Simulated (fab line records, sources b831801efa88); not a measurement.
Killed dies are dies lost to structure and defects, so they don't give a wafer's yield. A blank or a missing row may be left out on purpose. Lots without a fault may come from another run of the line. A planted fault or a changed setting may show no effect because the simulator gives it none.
fab line records | flow sky130
record lots=5 wafers=15 last_day=48
route steps=708 shown CAPM@552 METAL3@555 VIA3@573
lots that met no fault: from a run of the same line without faults
start_h: hours from the record's first day to the start of the lot's first wafer shown | wait_h: hours since the lot's step before | " the same as in the row above | L1.1+2: a row that stands for several wafers | - no value, or no start given | * or withheld: withheld | < > ~ a bound
route shown NAME@n: a module of which the file shows steps, and the number in the route of the first | usual: mean/standard deviation of fault-free wafers | same: alike in all rows | chamber/n: place in a boat | sites: the reading at each site | _std_site: their standard deviation | _edge_site: outer sites' mean less inner sites' | radius_mm: how far each site lies from the wafer's centre | mask NAME#n: copy n | behind: the tool/chamber that last shaped the wafer | hold: why the lot was held/for how many hours/how that ended | device: the transistor (n, p or np) that didn't switch | end of line: the same wafers' tests at the end of the route | a step without rows: its recipe alone | killed: dies lost to structure and defects at the first sort, not the wafer's yield | map: a wafer's dies, x killed, . not, _ none there
set.NAME: the setting as run; set.NAME@STEP: as run at that earlier step | model.NAME: the simulator's own value behind a step, which no gauge read
lots at some steps of the route; a table a step, a row a wafer
services: from which hour (start_h, from the record's first day; less than 0 if before it) a tool's chamber was out of use, for how many hours, and why
## steps
# step SKY_CAPM_STRIP_15
# recipe chemistry=post_etch_residue_remover time_s=1200 temp_c=72.5
# usual temp_c=72.49/0.12
# columns lot.wafer tool chamber start_h wait_h temp_c
L074.1 wet_bench-04 0 874.07 0.1 72.46
L074.2 " 0 " " 72.52
L074.5 " 0 " " 72.59
L076.2 wet_bench-04 3 884.91 0.1 72.74
L076.4 " 3 " " 72.48
L076.6 " 3 " " 72.40
L082.1 wet_bench-04 1 937.20 0.1 72.40
L082.5 " 1 " " 72.27
L082.6 " 1 " " 72.36
L088.1 wet_bench-04 2 971.14 0.1 72.29
L088.4 " 2 " " 72.19
L088.5 " 2 " " 72.35
L089.3 wet_bench-03 2 978.85 0.0 72.65
L089.4 " 2 " " 72.52
L089.6 " 2 " " 72.52
# step SKY_CAPM_CLEAN_16
# recipe chemistry=IPA time_s=180 temp_c=25
# usual temp_c=24.99/0.097
# columns lot.wafer tool chamber start_h wait_h temp_c
L074.1 wet_bench-02 0 874.41 0.0 25.07
L074.2 " 0 " " 25.28
L074.5 " 0 " " 24.99
L076.2 wet_bench-03 3 885.25 0.0 25.00
L076.4 " 3 " " 24.97
L076.6 " 3 " " 25.04
L082.1 wet_bench-04 1 937.54 0.0 25.03
L082.5 " 1 " " 24.93
L082.6 " 1 " " 24.94
L088.1 wet_bench-03 0 971.51 0.0 24.93
L088.4 " 0 " " 25.06
L088.5 " 0 " " 24.83
L089.3 wet_bench-02 2 979.26 0.0 25.19
L089.4 " 2 " " 24.94
L089.6 " 2 " " 25.02
# step SKY_CAPM_CLEAN_17
# recipe chemistry=O3/DIW dry=n2_spin
# columns lot.wafer tool chamber start_h wait_h
L074.1+2+5 wet_bench-03 0 874.47 0.0
L076.2+4+6 wet_bench-02 3 885.32 0.0
L082.1+5+6 wet_bench-03 2 937.60 0.0
L088.1+4+5 wet_bench-02 2 971.57 0.0
L089.3+4+6 wet_bench-03 0 979.31 0.0
# step SKY_METAL3_DEHYDRATE_05
# recipe temp_c=200 time_s=60
# usual chill_plate_temp_C=23.00/0.1
# columns lot.wafer tool chamber start_h wait_h chill_plate_temp_C
L074.1 litho_track-04 0 886.69 12.1 23.10
L074.2 " 0 " " 22.96
L074.5 " 0 " " 23.16
L076.2 litho_track-02 0 897.68 12.3 22.95
L076.4 " 0 " " 22.97
L076.6 " 0 " " 22.98
L082.1 litho_track-01 0 948.69 11.0 23.14
L082.5 " 0 " " 23.19
L082.6 " 0 " " 23.08
L088.1 litho_track-04 0 982.34 10.7 22.94
L088.4 " 0 " " 23.10
L088.5 " 0 " " 23.12
L089.3 litho_track-02 0 990.55 11.1 23.03
L089.4 " 0 " " 22.90
L089.6 " 0 " " 22.82
# step SKY_METAL3_HMDS_06
# recipe prime_time_s=60 prime_temp_c=120
# usual chill_plate_temp_C=23.00/0.12 prime_temp_c=119.99/0.14
# columns lot.wafer tool chamber start_h wait_h chill_plate_temp_C prime_temp_c
L074.1 litho_track-04 0 886.84 0.1 23.10 120.10
L074.2 " 0 " " 23.19 120.12
L074.5 " 0 " " 23.10 119.99
L076.2 litho_track-02 0 897.83 0.1 22.88 120.02
L076.4 " 0 " " 22.95 119.97
L076.6 " 0 " " 23.00 120.00
L082.1 litho_track-01 0 948.84 0.1 22.99 120.18
L082.5 " 0 " " 23.00 120.18
L082.6 " 0 " " 22.89 120.01
L088.1 litho_track-04 0 982.49 0.1 23.16 119.82
L088.4 " 0 " " 23.09 119.98
L088.5 " 0 " " 23.09 119.94
L089.3 litho_track-02 0 990.70 0.1 23.05 119.90
L089.4 " 0 " " 23.04 119.99
L089.6 " 0 " " 23.14 120.16
# step SKY_METAL3_COAT_07
# recipe resist=BARC temp_c=withheld time_s=withheld spin_rpm=3000 resist_thk_nm=60
# usual chill_plate_temp_C=*
# columns lot.wafer tool chamber start_h wait_h chill_plate_temp_C
L074.1 litho_track-04 0 886.99 0.1 *
L074.2 " 0 " " *
L074.5 " 0 " " *
L076.2 litho_track-02 0 897.98 0.1 *
L076.4 " 0 " " *
L076.6 " 0 " " *
L082.1 litho_track-01 0 948.99 0.1 *
L082.5 " 0 " " *
L082.6 " 0 " " *
L088.1 litho_track-04 0 982.64 0.1 *
L088.4 " 0 " " *
L088.5 " 0 " " *
L089.3 litho_track-02 0 990.85 0.1 *
L089.4 " 0 " " *
L089.6 " 0 " " *
# step SKY_METAL3_COAT_08
# recipe resist=KrF-thick spin_rpm=3000 resist_thk_nm=1140
# usual chill_plate_temp_C=23.00/0.1
# columns lot.wafer tool chamber start_h wait_h chill_plate_temp_C
L074.1 litho_track-04 0 - - 22.97
L074.2 " 0 " " 22.88
L074.5 " 0 " " 23.05
L076.2 litho_track-02 0 - - 23.10
L076.4 " 0 " " 22.92
L076.6 " 0 " " 23.05
L082.1 litho_track-01 0 - - 23.01
L082.5 " 0 " " 22.86
L082.6 " 0 " " 22.97
L088.1 litho_track-04 0 - - 22.91
L088.4 " 0 " " 22.94
L088.5 " 0 " " 22.64
L089.3 litho_track-02 0 - - 23.17
L089.4 " 0 " " 23.12
L089.6 " 0 " " 23.11
# step SKY_METAL3_SOFTBAKE_09
# recipe temp_c=100 time_s=90 resist=KrF-thick
# usual chill_plate_temp_C=23.00/0.1
# columns lot.wafer tool chamber start_h wait_h chill_plate_temp_C
L074.1 litho_track-04 0 - - 23.01
L074.2 " 0 " " 22.92
L074.5 " 0 " " 22.97
L076.2 litho_track-02 0 - - 23.00
L076.4 " 0 " " 23.17
L076.6 " 0 " " 23.03
L082.1 litho_track-01 0 - - 22.93
L082.5 " 0 " " 22.94
L082.6 " 0 " " 23.04
L088.1 litho_track-04 0 - - 22.93
L088.4 " 0 " " 22.81
L088.5 " 0 " " 22.91
L089.3 litho_track-02 0 - - 22.94
L089.4 " 0 " " 23.07
L089.6 " 0 " " 23.04
# step SKY_METAL3_EXPOSE_10
# recipe mask_id=MM3 na=0.68 source_shape=annular sigma_inner=0.4 sigma_outer=0.8 target_cd_nm=300 dose_mj=28
# columns lot.wafer tool chamber start_h wait_h mask
L074.1+2+5 krf_scanner-01 0 - - MM3#0
L076.2+4+6 krf_scanner-01 0 - - MM3#0
L082.1+5+6 krf_scanner-01 0 - - MM3#0
L088.1+4+5 krf_scanner-01 0 - - MM3#0
L089.3+4+6 krf_scanner-01 0 - - MM3#0
# step SKY_METAL3_PEB_11
# recipe peb_temp_c=withheld peb_time_s=withheld resist=KrF-thick
# usual chill_plate_temp_C=*
# columns lot.wafer tool chamber start_h wait_h chill_plate_temp_C
L074.1 litho_track-01 0 - - *
L074.2 " 0 " " *
L074.5 " 0 " " *
L076.2 litho_track-02 0 - - *
L076.4 " 0 " " *
L076.6 " 0 " " *
L082.1 litho_track-04 0 - - *
L082.5 " 0 " " *
L082.6 " 0 " " *
L088.1 litho_track-01 0 - - *
L088.4 " 0 " " *
L088.5 " 0 " " *
L089.3 litho_track-02 0 - - *
L089.4 " 0 " " *
L089.6 " 0 " " *
# step SKY_METAL3_DEVELOP_12
# recipe develop_time_s=60 resist=KrF-thick dev_temp_c=21
# usual chill_plate_temp_C=23.01/0.11
# columns lot.wafer tool chamber start_h wait_h chill_plate_temp_C
L074.1 litho_track-01 0 - - 22.99
L074.2 " 0 " " 22.92
L074.5 " 0 " " 22.92
L076.2 litho_track-02 0 - - 22.96
L076.4 " 0 " " 22.96
L076.6 " 0 " " 22.97
L082.1 litho_track-04 0 - - 23.07
L082.5 " 0 " " 22.98
L082.6 " 0 " " 22.92
L088.1 litho_track-01 0 - - 23.11
L088.4 " 0 " " 22.89
L088.5 " 0 " " 22.93
L089.3 litho_track-02 0 - - 23.05
L089.4 " 0 " " 23.12
L089.6 " 0 " " 23.05
# step SKY_METAL3_CD_MEAS_13
# recipe target_cd_nm=300
# usual cd_nm=300.4/1.4
# columns lot.wafer tool chamber start_h wait_h cd_nm
L074.1 cd_sem-02 - 900.34 - 300.5
L074.2 " - " " 299.3
L074.5 " - " " 299.1
L076.2 cd_sem-01 - 910.47 - 300.2
L076.4 " - " " 299.4
L076.6 " - " " 300.9
L082.1 cd_sem-01 - 961.44 - 298.7
L082.5 " - " " 300.0
L082.6 " - " " 299.3
L088.1 cd_sem-01 - 995.14 - 296.3
L088.4 " - " " 298.7
L088.5 " - " " 298.2
L089.3 cd_sem-02 - 1003.09 - 299.3
L089.4 " - " " 299.5
L089.6 " - " " 300.6
# step SKY_METAL3_OVL_MEAS_14
# usual METAL3_OVL=0/6.8
# columns lot.wafer tool chamber start_h wait_h METAL3_OVL[nm]
L074.1 overlay-01 - 900.46 0.1 10
L074.2 " - " " 4
L074.5 " - " " 10
L076.2 overlay-01 - 910.58 0.1 5
L076.4 " - " " 6
L076.6 " - " " 8
L082.1 overlay-02 - 961.56 0.1 14
L082.5 " - " " 15
L082.6 " - " " 11
L088.1 overlay-01 - 995.26 0.1 4
L088.4 " - " " 1
L088.5 " - " " 7
L089.3 overlay-02 - 1003.18 0.1 11
L089.4 " - " " 3
L089.6 " - " " 7
# step SKY_METAL3_DESCUM_15
# recipe chemistry=O2 source_power_w=150 bias_power_w=0 pressure_mtorr=10 temp_c=40 time_s=8
# usual drypump_motor_current_A=5.7/0.52 oes_product_au=0.992/0.014 temp_c=40.01/0.11
# columns lot.wafer tool chamber start_h wait_h drypump_motor_current_A oes_product_au rf_hours_counter_h temp_c
L074.1 rie_metal-04 1 900.49 0.0 6.2 0.999 8 39.94
L074.2 " 1 " " 6.2 0.981 - 40.06
L074.5 " 1 " " 6.1 0.994 - 39.96
L076.2 rie_metal-01 0 910.61 0.0 5.4 0.968 10 40.01
L076.4 " 1 " " 5.4 1.000 - 40.01
L076.6 " 1 " " 5.4 0.993 - 39.94
L082.1 rie_metal-01 1 961.59 0.0 5.4 1.012 6 40.00
L082.5 " 1 " " 5.4 0.997 - 40.13
L082.6 " 0 " " 5.4 0.978 - 39.93
L088.1 rie_metal-04 1 995.29 0.0 6.2 1.010 13 40.03
L088.4 " 1 " " 6.2 1.011 - 40.00
L088.5 " 1 " " 6.2 1.003 - 39.97
L089.3 rie_metal-01 0 1003.22 0.0 5.4 0.979 - 39.93
L089.4 " 1 " " 5.4 1.008 - 39.93
L089.6 " 0 " " 5.4 0.979 - 39.87
# step SKY_METAL3_ETCH_16
# recipe chemistry=N2/H2 target=BARC ion_energy_ev=200 bias_w=100 pressure_mtorr=30 n2_flow_sccm=100 h2_flow_sccm=200 icp_w=500 stop_on=SiO2 time_s=88.2 target_depth_a=600
# usual bias_w=100.0/0.31 drypump_motor_current_A=5.7/0.52 oes_product_au=0.626/0.0049 throttle_valve_pct=13.205/0.009
# columns lot.wafer tool chamber start_h wait_h bias_w drypump_motor_current_A oes_product_au rf_hours_counter_h throttle_valve_pct
L074.1 rie_metal-04 1 900.55 0.1 99.8 6.2 0.628 8 13.211
L074.2 " 1 " " 100.1 6.2 0.629 - 13.209
L074.5 " 1 " " 100.1 6.2 0.628 - 13.207
L076.2 rie_metal-01 0 910.64 0.0 100.0 5.4 0.625 10 13.205
L076.4 " 1 " " 100.1 5.5 0.637 - 13.199
L076.6 " 1 " " 99.8 5.5 0.623 - 13.201
L082.1 rie_metal-01 1 961.63 0.0 99.8 5.5 0.621 6 13.207
L082.5 " 1 " " 99.6 5.5 0.621 - 13.218
L082.6 " 0 " " 99.7 5.4 0.624 - 13.196
L088.1 rie_metal-04 1 995.32 0.0 100.2 6.2 0.628 13 13.207
L088.4 " 1 " " 99.9 6.2 0.624 - 13.219
L088.5 " 1 " " 100.5 6.2 0.628 - 13.204
L089.3 rie_metal-01 0 1003.27 0.0 99.9 5.4 0.623 - 13.198
L089.4 " 1 " " 100.4 5.4 0.632 - 13.213
L089.6 " 0 " " 99.9 5.4 0.626 - 13.205
# step SKY_METAL3_ETCH_17
# recipe target=SiO2 stop_on=TiN chemistry=C4F8/O2/Ar source_w=1500 bias_w=1200 pressure_mtorr=40 c4f8_flow_sccm=withheld O2_flow_sccm=6 Ar_flow_sccm=300 time_s=3.9 target_depth_a=150
# usual bias_w=1200/3.4 oes_product_au=0.754/0.009
# columns lot.wafer tool chamber start_h wait_h bias_w oes_product_au rf_hours_counter_h
L074.1 rie_diel-01 0 900.75 0.2 1197 0.746 14
L074.2 " 3 " " 1205 0.752 3
L074.5 " 2 " " 1201 0.760 -
L076.2 rie_diel-03 1 910.74 0.1 1200 0.749 13
L076.4 " 0 " " 1200 0.765 21
L076.6 " 0 " " 1202 0.758 -
L082.1 rie_diel-03 2 961.72 0.1 1194 0.748 23
L082.5 " 2 " " 1202 0.755 -
L082.6 " 3 " " 1202 0.749 -
L088.1 rie_diel-02 1 995.42 0.1 1203 0.753 8
L088.4 " 3 " " 1202 0.758 6
L088.5 " 2 " " 1196 0.761 -
L089.3 rie_diel-01 0 1003.34 0.0 1201 0.759 18
L089.4 " 1 " " 1202 0.748 21
L089.6 " 2 " " 1201 0.758 -
# step SKY_METAL3_METAL_ETCH_18
# recipe target_depth_a=8450 stop_on=SiO2 over_etch_frac=0.3 time_s=183.1 chemistry=Cl2/BCl3 resist_sidewall_deg=88 pressure_mtorr=10 icp_w=900 bias_w=48.5 Cl2_flow_sccm=60 bcl3_flow_sccm=30
# usual bias_w=48.49/0.15 drypump_motor_current_A=5.8/0.63 oes_product_au=0.863/0.0072 throttle_valve_pct=22.264/0.0093
# columns lot.wafer tool chamber start_h wait_h bias_w drypump_motor_current_A oes_product_au rf_hours_counter_h throttle_valve_pct
L074.1 rie_metal-03 0 900.77 0.0 48.49 6.0 0.860 9 22.256
L074.2 " 1 " " 48.38 4.8 0.863 11 22.270
L074.5 " 1 " " 48.33 4.8 0.853 - 22.282
L076.2 rie_metal-03 0 910.76 0.0 48.39 6.0 0.856 10 22.276
L076.4 " 0 " " 48.49 6.0 0.865 - 22.252
L076.6 " 0 " " 48.62 6.0 0.863 - 22.257
L082.1 rie_metal-03 1 961.74 0.0 48.67 4.8 0.862 14 22.276
L082.5 " 0 " " 48.39 6.0 0.858 - 22.269
L082.6 " 1 " " 48.65 4.8 0.848 - 22.259
L088.1 rie_metal-03 1 995.44 0.0 48.51 4.8 0.855 16 22.257
L088.4 " 1 " " 48.31 4.8 0.866 - 22.258
L088.5 " 1 " " 48.42 4.8 0.853 - 22.264
L089.3 rie_metal-04 1 1003.42 0.1 48.39 6.2 0.866 - 22.261
L089.4 " 0 " " 48.35 6.7 0.866 - 22.255
L089.6 " 1 " " 48.79 6.2 0.875 - 22.262
# step SKY_METAL3_STRIP_19
# recipe chemistry=O2/N2 power_w=1400 pressure_mtorr=1500 platen_temp_c=withheld o2_flow_sccm=3000 n2_flow_sccm=300 overash_fraction=0.5
# usual drypump_motor_current_A=5.7/0.4 oes_product_au=0.505/0.006 strip_time_to_endpoint_s=6.60/0.097
# columns lot.wafer tool chamber start_h wait_h drypump_motor_current_A oes_product_au rf_hours_counter_h strip_time_to_endpoint_s
L074.1 plasma_asher-03 0 900.95 0.1 5.7 0.502 108 6.59
L074.2 " 1 " " 5.6 0.502 108 6.64
L074.5 " 0 " " 5.7 0.510 - 6.60
L076.2 plasma_asher-03 1 910.93 0.1 5.6 0.503 109 6.60
L076.4 " 1 " " 5.6 0.515 - 6.58
L076.6 " 1 " " 5.6 0.502 - 6.58
L082.1 plasma_asher-01 0 961.92 0.1 5.3 0.510 86 6.71
L082.5 " 1 " " 6.1 0.502 - 6.51
L082.6 " 0 " " 5.3 0.505 - 6.72
L088.1 plasma_asher-03 1 995.62 0.1 5.6 0.508 116 6.78
L088.4 " 0 " " 5.7 0.504 - 6.76
L088.5 " 1 " " 5.6 0.517 - 6.78
L089.3 plasma_asher-02 0 1003.57 0.1 6.3 0.504 - 6.55
L089.4 " 1 " " 5.1 0.507 - 6.61
L089.6 " 0 " " 6.3 0.505 - 6.61
# step SKY_METAL3_STRIP_20
# recipe chemistry=post_etch_residue_remover time_s=1200 temp_c=72.5
# usual temp_c=72.50/0.14
# columns lot.wafer tool chamber start_h wait_h temp_c
L074.1 wet_bench-03 3 901.05 0.1 72.52
L074.2 " 3 " " 72.46
L074.5 " 3 " " 72.35
L076.2 wet_bench-04 1 911.03 0.1 72.52
L076.4 " 1 " " 72.46
L076.6 " 1 " " 72.55
L082.1 wet_bench-04 0 962.02 0.1 72.45
L082.5 " 0 " " 72.72
L082.6 " 0 " " 72.63
L088.1 wet_bench-01 2 995.72 0.1 72.42
L088.4 " 2 " " 72.59
L088.5 " 2 " " 72.18
L089.3 wet_bench-03 1 1003.64 0.0 72.34
L089.4 " 1 " " 72.66
L089.6 " 1 " " 72.51
# step SKY_METAL3_CLEAN_21
# recipe chemistry=IPA time_s=180 temp_c=25
# usual temp_c=25.00/0.1
# columns lot.wafer tool chamber start_h wait_h temp_c
L074.1 wet_bench-01 1 901.45 0.0 24.94
L074.2 " 1 " " 25.00
L074.5 " 1 " " 24.80
L076.2 wet_bench-03 0 911.40 0.0 24.97
L076.4 " 0 " " 24.92
L076.6 " 0 " " 24.93
L082.1 wet_bench-01 2 962.36 0.0 24.89
L082.5 " 2 " " 24.72
L082.6 " 2 " " 24.84
L088.1 wet_bench-04 3 996.06 0.0 25.06
L088.4 " 3 " " 24.97
L088.5 " 3 " " 24.95
L089.3 wet_bench-03 3 1003.98 0.0 24.90
L089.4 " 3 " " 25.00
L089.6 " 3 " " 24.96
# step SKY_METAL3_CLEAN_22
# recipe chemistry=O3/DIW dry=n2_spin
# columns lot.wafer tool chamber start_h wait_h
L074.1+2+5 wet_bench-04 2 901.52 0.0
L076.2+4+6 wet_bench-04 0 911.53 0.0
L082.1+5+6 wet_bench-04 2 962.42 0.0
L088.1+4+5 wet_bench-03 2 996.12 0.0
L089.3+4+6 wet_bench-03 2 1004.04 0.0
# step SKY_VIA3_HDPCVD_00
# recipe material=SiO2 target_thk_nm=1635 sigma_open_frac=0.3 time_s=272.5 temp_c=400 sih4_flow_sccm=60 pressure_mtorr=6
# columns lot.wafer tool chamber start_h wait_h
L074.1+2+5 hdpcvd-01 0,1,1 901.61 0.0
L076.2+4+6 hdpcvd-02 2,0,2 911.62 0.0
L082.1+5+6 hdpcvd-01 0,0,2 962.51 0.0
L088.1+4+5 hdpcvd-01 0,0,2 996.32 0.0
L089.3+4+6 hdpcvd-01 1,1,2 1004.13 0.0
# step SKY_VIA3_THK_MEAS_01
# recipe reads=SiO2_of_VIA3_HDPCVD_00
# usual VIA3_HDPCVD_THK=1633/20
# columns lot.wafer tool chamber start_h wait_h VIA3_HDPCVD_THK[nm]
L074.1 film_metro-03 - 901.78 0.1 1648
L074.2 " - " " 1627
L074.5 " - " " 1628
L076.2 film_metro-03 - 911.80 0.1 1638
L076.4 " - " " 1646
L076.6 " - " " 1612
L082.1 film_metro-02 - 962.68 0.1 1626
L082.5 " - " " 1627
L082.6 " - " " 1609
L088.1 film_metro-03 - 996.49 0.1 1633
L088.4 " - " " 1624
L088.5 " - " " 1625
L089.3 film_metro-01 - 1004.32 0.1 1613
L089.4 " - " " 1603
L089.6 " - " " 1591
# step SKY_VIA3_CMP_02
# recipe material=SiO2 down_force_psi=4 platen_rpm=60 pad_velocity_m_s=0.94248
# usual motor_current_A=11.9/0.86
# columns lot.wafer tool chamber start_h wait_h motor_current_A
L074.2 cmp-02 0 901.89 0.1 10.4
L074.1 " 1 " " 11.3
L074.5 " 0 " " 10.4
L076.2 cmp-01 2 911.85 0.0 13.1
L076.4 " 0 " " 11.5
L076.6 " 2 " " 12.3
L082.1 cmp-02 3 962.79 0.1 12.2
L082.5 " 2 " " 12.1
L082.6 " 3 " " 12.0
L088.4 cmp-02 1 996.87 0.3 12.0
L088.1 " 3 " " 11.7
L088.5 " 0 " " 10.9
L089.3 cmp-01 2 1004.41 0.1 12.8
L089.4 " 3 " " 11.6
L089.6 " 2 " " 12.9
# step SKY_VIA3_BOW_MEAS_03
# recipe mode=bow
# usual VIA3_BOW=81/7.5
# columns lot.wafer tool chamber start_h wait_h VIA3_BOW[um]
L074.1 film_metro-03 - 902.14 0.1 81
L074.2 " - " " 93
L074.5 " - " " 86
L076.2 film_metro-02 - 912.17 0.3 69
L076.4 " - " " 73
L076.6 " - " " 73
L082.1 film_metro-03 - 963.04 0.2 87
L082.5 " - " " 94
L082.6 " - " " 83
L088.1 film_metro-01 - 997.12 0.1 83
L088.4 " - " " 90
L088.5 " - " " 83
L089.3 film_metro-03 - 1004.70 0.2 88
L089.4 " - " " 87
L089.6 " - " " 87
# step SKY_VIA3_DEHYDRATE_04
# recipe temp_c=200 time_s=60
# usual chill_plate_temp_C=22.97/0.11
# columns lot.wafer tool chamber start_h wait_h chill_plate_temp_C
L074.1 litho_track-03 0 914.30 12.1 23.06
L074.2 " 0 " " 23.17
L074.5 " 0 " " 23.13
L076.2 litho_track-03 0 924.02 11.8 23.01
L076.4 " 0 " " 23.12
L076.6 " 0 " " 23.04
L082.1 litho_track-03 0 974.20 11.1 22.93
L082.5 " 0 " " 22.99
L082.6 " 0 " " 22.97
L088.1 litho_track-03 0 1007.80 10.7 22.94
L088.4 " 0 " " 22.97
L088.5 " 0 " " 22.85
L089.3 litho_track-03 0 1014.85 10.1 23.05
L089.4 " 0 " " 22.86
L089.6 " 0 " " 23.03
# step SKY_VIA3_HMDS_05
# recipe prime_time_s=60 prime_temp_c=120
# usual chill_plate_temp_C=23.00/0.095 prime_temp_c=119.98/0.12
# columns lot.wafer tool chamber start_h wait_h chill_plate_temp_C prime_temp_c
L074.1 litho_track-03 0 914.45 0.1 22.86 119.90
L074.2 " 0 " " 23.03 120.01
L074.5 " 0 " " 22.98 119.95
L076.2 litho_track-03 0 924.17 0.1 22.95 119.94
L076.4 " 0 " " 23.10 120.07
L076.6 " 0 " " 23.02 120.04
L082.1 litho_track-03 0 974.35 0.1 23.07 120.14
L082.5 " 0 " " 22.97 119.88
L082.6 " 0 " " 23.07 119.97
L088.1 litho_track-03 0 1007.95 0.1 22.98 120.18
L088.4 " 0 " " 23.03 119.95
L088.5 " 0 " " 23.04 119.89
L089.3 litho_track-03 0 1015.00 0.1 22.90 120.02
L089.4 " 0 " " 22.86 119.97
L089.6 " 0 " " 23.08 119.99
# step SKY_VIA3_COAT_06
# recipe resist=BARC temp_c=withheld time_s=withheld spin_rpm=3000 resist_thk_nm=60
# usual chill_plate_temp_C=*
# columns lot.wafer tool chamber start_h wait_h chill_plate_temp_C
L074.1 litho_track-03 0 914.60 0.1 *
L074.2 " 0 " " *
L074.5 " 0 " " *
L076.2 litho_track-03 0 924.32 0.1 *
L076.4 " 0 " " *
L076.6 " 0 " " *
L082.1 litho_track-03 0 974.50 0.1 *
L082.5 " 0 " " *
L082.6 " 0 " " *
L088.1 litho_track-03 0 1008.10 0.1 *
L088.4 " 0 " " *
L088.5 " 0 " " *
L089.3 litho_track-03 0 1015.15 0.1 *
L089.4 " 0 " " *
L089.6 " 0 " " *
# step SKY_VIA3_COAT_07
# recipe resist=KrF-thick spin_rpm=3000 resist_thk_nm=450
# usual chill_plate_temp_C=23.01/0.1
# columns lot.wafer tool chamber start_h wait_h chill_plate_temp_C
L074.1 litho_track-03 0 - - 23.08
L074.2 " 0 " " 23.07
L074.5 " 0 " " 22.88
L076.2 litho_track-03 0 - - 22.92
L076.4 " 0 " " 23.23
L076.6 " 0 " " 22.89
L082.1 litho_track-03 0 - - 22.96
L082.5 " 0 " " 22.91
L082.6 " 0 " " 23.04
L088.1 litho_track-03 0 - - 22.99
L088.4 " 0 " " 23.04
L088.5 " 0 " " 23.18
L089.3 litho_track-03 0 - - 23.11
L089.4 " 0 " " 22.84
L089.6 " 0 " " 22.97
# step SKY_VIA3_SOFTBAKE_08
# recipe temp_c=100 time_s=90 resist=KrF-thick
# usual chill_plate_temp_C=23.00/0.1
# columns lot.wafer tool chamber start_h wait_h chill_plate_temp_C
L074.1 litho_track-03 0 - - 23.14
L074.2 " 0 " " 23.09
L074.5 " 0 " " 23.05
L076.2 litho_track-03 0 - - 22.89
L076.4 " 0 " " 23.08
L076.6 " 0 " " 23.01
L082.1 litho_track-03 0 - - 23.26
L082.5 " 0 " " 23.13
L082.6 " 0 " " 23.14
L088.1 litho_track-03 0 - - 23.01
L088.4 " 0 " " 22.97
L088.5 " 0 " " 22.93
L089.3 litho_track-03 0 - - 23.05
L089.4 " 0 " " 23.15
L089.6 " 0 " " 23.14
# step SKY_VIA3_EXPOSE_09
# recipe mask_id=VIM3 na=0.8 source_shape=annular sigma_inner=0.55 sigma_outer=0.85 target_cd_nm=200 dose_mj=38
# columns lot.wafer tool chamber start_h wait_h mask
L074.1+2+5 krf_scanner-02 0 - - VIM3#0
L076.2+4+6 krf_scanner-01 0 - - VIM3#0
L082.1+5+6 krf_scanner-02 0 - - VIM3#0
L088.1+4+5 krf_scanner-01 0 - - VIM3#0
L089.3+4+6 krf_scanner-02 0 - - VIM3#0
# step SKY_VIA3_PEB_10
# recipe peb_temp_c=withheld peb_time_s=withheld resist=KrF-thick
# usual chill_plate_temp_C=*
# columns lot.wafer tool chamber start_h wait_h chill_plate_temp_C
L074.1 litho_track-03 0 - - *
L074.2 " 0 " " *
L074.5 " 0 " " *
L076.2 litho_track-03 0 - - *
L076.4 " 0 " " *
L076.6 " 0 " " *
L082.1 litho_track-03 0 - - *
L082.5 " 0 " " *
L082.6 " 0 " " *
L088.1 litho_track-03 0 - - *
L088.4 " 0 " " *
L088.5 " 0 " " *
L089.3 litho_track-04 0 - - *
L089.4 " 0 " " *
L089.6 " 0 " " *
# step SKY_VIA3_DEVELOP_11
# recipe develop_time_s=60 resist=KrF-thick dev_temp_c=21
# usual chill_plate_temp_C=23.02/0.11
# columns lot.wafer tool chamber start_h wait_h chill_plate_temp_C
L074.1 litho_track-03 0 - - 23.02
L074.2 " 0 " " 23.11
L074.5 " 0 " " 22.84
L076.2 litho_track-03 0 - - 23.09
L076.4 " 0 " " 23.02
L076.6 " 0 " " 22.95
L082.1 litho_track-03 0 - - 22.90
L082.5 " 0 " " 22.85
L082.6 " 0 " " 22.98
L088.1 litho_track-03 0 - - 22.99
L088.4 " 0 " " 23.16
L088.5 " 0 " " 23.09
L089.3 litho_track-04 0 - - 23.08
L089.4 " 0 " " 22.83
L089.6 " 0 " " 22.82
# step SKY_VIA3_CD_MEAS_12
# recipe target_cd_nm=200
# usual cd_nm=200.0/1.3
# columns lot.wafer tool chamber start_h wait_h cd_nm
L074.1 cd_sem-01 - 927.05 - 200.7
L074.2 " - " " 200.4
L074.5 " - " " 201.4
L076.2 cd_sem-01 - 936.52 - 201.7
L076.4 " - " " 203.1
L076.6 " - " " 202.1
L082.1 cd_sem-01 - 986.55 - 197.9
L082.5 " - " " 198.3
L082.6 " - " " 199.0
L088.1 cd_sem-01 - 1020.20 - 199.7
L088.4 " - " " 199.1
L088.5 " - " " 200.2
L089.3 cd_sem-01 - 1026.73 - 201.1
L089.4 " - " " 200.6
L089.6 " - " " 200.2
# step SKY_VIA3_OVL_MEAS_13
# usual VIA3_OVL=0/5.5
# columns lot.wafer tool chamber start_h wait_h VIA3_OVL[nm]
L074.1 overlay-02 - 927.17 0.1 -1
L074.2 " - " " -6
L074.5 " - " " -10
L076.2 overlay-01 - 936.62 0.1 -1
L076.4 " - " " -3
L076.6 " - " " -4
L082.1 overlay-01 - 986.67 0.1 -3
L082.5 " - " " 0
L082.6 " - " " 1
L088.1 overlay-02 - 1020.32 0.1 1
L088.4 " - " " -7
L088.5 " - " " 3
L089.3 overlay-01 - 1026.82 0.1 10
L089.4 " - " " 11
L089.6 " - " " 18
## services
# columns tool chamber start_h hours kind
krf_scanner-02 - 852.13 4.0 pm
krf_scanner-02 - 856.40 1.3 pm
krf_scanner-01 - 859.86 1.2 repair
krf_scanner-01 - 868.89 1.3 pm
rie_metal-04 - 874.29 0.3 repair
cmp-02 - 875.67 2.1 repair
plasma_asher-03 - 890.27 4.5 repair
krf_scanner-01 - 891.17 0.8 pm
rie_metal-04 - 896.08 1.0 repair
plasma_asher-03 - 903.29 0.5 repair
krf_scanner-01 - 905.83 1.0 pm
rie_metal-03 0 913.10 4.9 repair
plasma_asher-03 - 925.76 0.8 repair
cmp-02 - 933.75 6.9 pm
krf_scanner-02 - 939.95 1.0 pm
cmp-02 - 951.22 1.3 repair
plasma_asher-03 - 952.52 6.6 repair
rie_metal-04 - 954.57 1.4 pm
plasma_asher-03 - 960.43 3.4 repair
krf_scanner-01 - 964.85 0.4 repair
hdpcvd-01 - 971.82 2.7 repair
wet_bench-04 - 977.28 1.7 repair
cmp-02 - 983.91 6.3 repair
krf_scanner-01 - 989.36 0.8 pm
## key
fault none
